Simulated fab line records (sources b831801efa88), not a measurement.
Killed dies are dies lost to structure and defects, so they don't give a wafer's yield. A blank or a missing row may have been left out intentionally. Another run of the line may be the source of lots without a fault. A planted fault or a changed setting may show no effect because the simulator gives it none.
Comparing a struck lot with a sound one ; flow sky130 ; 43 steps out of a route of 708
Sound: wafers L972.4, L972.5, L972.6. Wafers L987.1, L987.3, L987.4 were the ones struck. The cause comes at the end.
For every step that has rows: the tool of each side, followed by ch and its chambers, followed by its first start. Under that, the readings that differ: sound wafers ; struck wafers ; difference of the means ; sigmas: that difference in standard deviations of wafers without a fault.
alike: readings with means less than 2 such deviations apart, plus words and numbers identical on both sides. not compared: withheld readings, readings lacking a value on some wafer, bounds such as >300 that could conceal the same value, and numbers that have no deviation in the record and whose values overlap.
Wherever a step has rows on one side only, a row that says differs or no value, or a row with sigmas, the two part there. Numbers that don't overlap but have no deviation are shown without sigmas and don't part them. A reading that every wafer of one side lacks parts them only if that side has two wafers or more.

first, 1 step without rows for these wafers: SKY_LDD_HVN_IMPLANT_08.
SKY_LDD_HVN_STRIP_09: strips in O2/N2.
  sound on plasma asher-01 ch 0,1, day 21 02:41; struck on plasma asher-03 ch 0,1, day 27 00:59
  alike: drypump motor current A, oes product au, strip time to endpoint s
  not compared: rf hours counter h
SKY_LDD_HVN_TW_MEAS_10:
  struck on film metro-04, day 27 01:05; sound on film metro-01, day 21 02:46
  alike: LDD_HVN_TW
then, 7 steps without rows for these wafers: SKY_LDD_HVP_DEHYDRATE_00 (time 60 s); SKY_LDD_HVP_HMDS_01 (prime time 60 s); SKY_LDD_HVP_COAT_02 (resist thk 300 nm); SKY_LDD_HVP_SOFTBAKE_03 (time 60 s); SKY_LDD_HVP_EXPOSE_04 (exposes mask HVPTM, target cd 700 nm); SKY_LDD_HVP_PEB_05; SKY_LDD_HVP_DEVELOP_06 (develop time 60 s).
SKY_LDD_HVP_OVL_MEAS_07:
  struck on overlay-01, day 28 05:41; sound on overlay-02, day 22 08:51
  alike: LDD_HVP_OVL
next, for these wafers, 1 step has no rows: SKY_LDD_HVP_IMPLANT_08.
SKY_LDD_HVP_STRIP_09: strips in O2/N2.
  sound on plasma asher-04 ch 0,1, day 22 09:04; struck on plasma asher-02 ch 0,1, day 28 05:52
  alike: drypump motor current A, oes product au, strip time to endpoint s
  not compared: rf hours counter h
SKY_LDD_HVP_TW_MEAS_10:
  struck on film metro-02, day 28 05:58; sound on film metro-04, day 22 09:09
  alike: LDD_HVP_TW
then, 7 steps without rows for these wafers: SKY_LDD_LDN_DEHYDRATE_00 (time 60 s); SKY_LDD_LDN_HMDS_01 (prime time 60 s); SKY_LDD_LDN_COAT_02 (resist thk 1140 nm); SKY_LDD_LDN_SOFTBAKE_03 (time 60 s); SKY_LDD_LDN_EXPOSE_04 (exposes mask LDNTM, target cd 700 nm); SKY_LDD_LDN_PEB_05; SKY_LDD_LDN_DEVELOP_06 (develop time 60 s).
SKY_LDD_LDN_OVL_MEAS_07:
  struck on overlay-02, day 29 09:32; sound on overlay-02, day 23 14:57
  alike: LDD_LDN_OVL
then, 4 steps without rows for these wafers: SKY_LDD_LDN_IMPLANT_08; SKY_LDD_LDN_IMPLANT_09; SKY_LDD_LDN_IMPLANT_10; SKY_LDD_LDN_IMPLANT_11.
SKY_LDD_LDN_STRIP_12: strips in O2/N2.
  sound on plasma asher-04 ch 0,1, day 23 15:37; struck on plasma asher-04 ch 0,1, day 29 10:10
reading;sound;struck;difference;sigmas
strip time to endpoint s (s);14.22 14.14 14.18;14.24 14.28 14.26;+0.08;+2
  alike: drypump motor current A, oes product au
  not compared: rf hours counter h
SKY_LDD_LDN_TW_MEAS_13:
  struck on film metro-03, day 29 10:16; sound on film metro-02, day 23 15:42
reading;sound;struck;difference;sigmas
LDD_LDN_TW;1464 1466 1467;1499 1495 1502;+33;+3
then, 2 steps without rows for these wafers: SKY_LDD_LDN_CLEAN_14 (cleans in SC1/SC2, time 150 s); SKY_SPACER_CVD_00 (deposits Si3N4 from DCS/NH3, target thk 43.1 nm, time 740 s).
SKY_SPACER_THK_MEAS_01:
  struck on film metro-04, day 29 11:35; sound on film metro-04, day 23 17:37
  alike: SPACER_CVD_00_THK
SKY_SPACER_ETCHBACK_02: etches Si3N4 in CH3F/O2, stops on SiO2, time 46.7 s, target depth 45 nm.
  sound on rie diel-02 ch 1,2,3, day 23 17:40; struck on rie diel-01 ch 0,1,3, day 29 11:39
reading;sound;struck;difference;sigmas
rf hours counter h (h);- - -;10 4 13;no value on the sound wafers;
  alike: O2_flow_sccm, drypump motor current A, oes product au, throttle valve pct
then, 8 steps without rows for these wafers: SKY_POLY_CUT_DEHYDRATE_00 (time 60 s); SKY_POLY_CUT_HMDS_01 (prime time 60 s); SKY_POLY_CUT_COAT_02 (resist thk 60 nm); SKY_POLY_CUT_COAT_03 (resist thk 450 nm); SKY_POLY_CUT_SOFTBAKE_04 (time 90 s); SKY_POLY_CUT_EXPOSE_05 (exposes mask NPCM, target cd 270 nm); SKY_POLY_CUT_PEB_06; SKY_POLY_CUT_DEVELOP_07 (develop time 60 s).
SKY_POLY_CUT_CD_MEAS_08 targets a cd of 270 nm.
  struck on cd sem-02, day 30 15:37; sound on cd sem-02, day 24 23:40
  alike: cd nm
SKY_POLY_CUT_OVL_MEAS_09:
  struck on overlay-01, day 30 15:44; sound on overlay-02, day 24 23:45
  alike: POLY_CUT_OVL
-- a jump in the record: the struck wafers' starts before and after are 19 days apart (it breaks off in module POLY_CUT and resumes in module PAD_OPEN, where the first step shown is number 708 of the route) --
SKY_PAD_OPEN_PROBE_99:
  record: rows for the struck wafers here (prober-01, day 49 23:34), none for the sound ones

== WHERE THEY PART ==
Earliest at SKY_LDD_LDN_STRIP_12; latest, in this record, at SKY_PAD_OPEN_PROBE_99.

WHY: what the simulator had put in
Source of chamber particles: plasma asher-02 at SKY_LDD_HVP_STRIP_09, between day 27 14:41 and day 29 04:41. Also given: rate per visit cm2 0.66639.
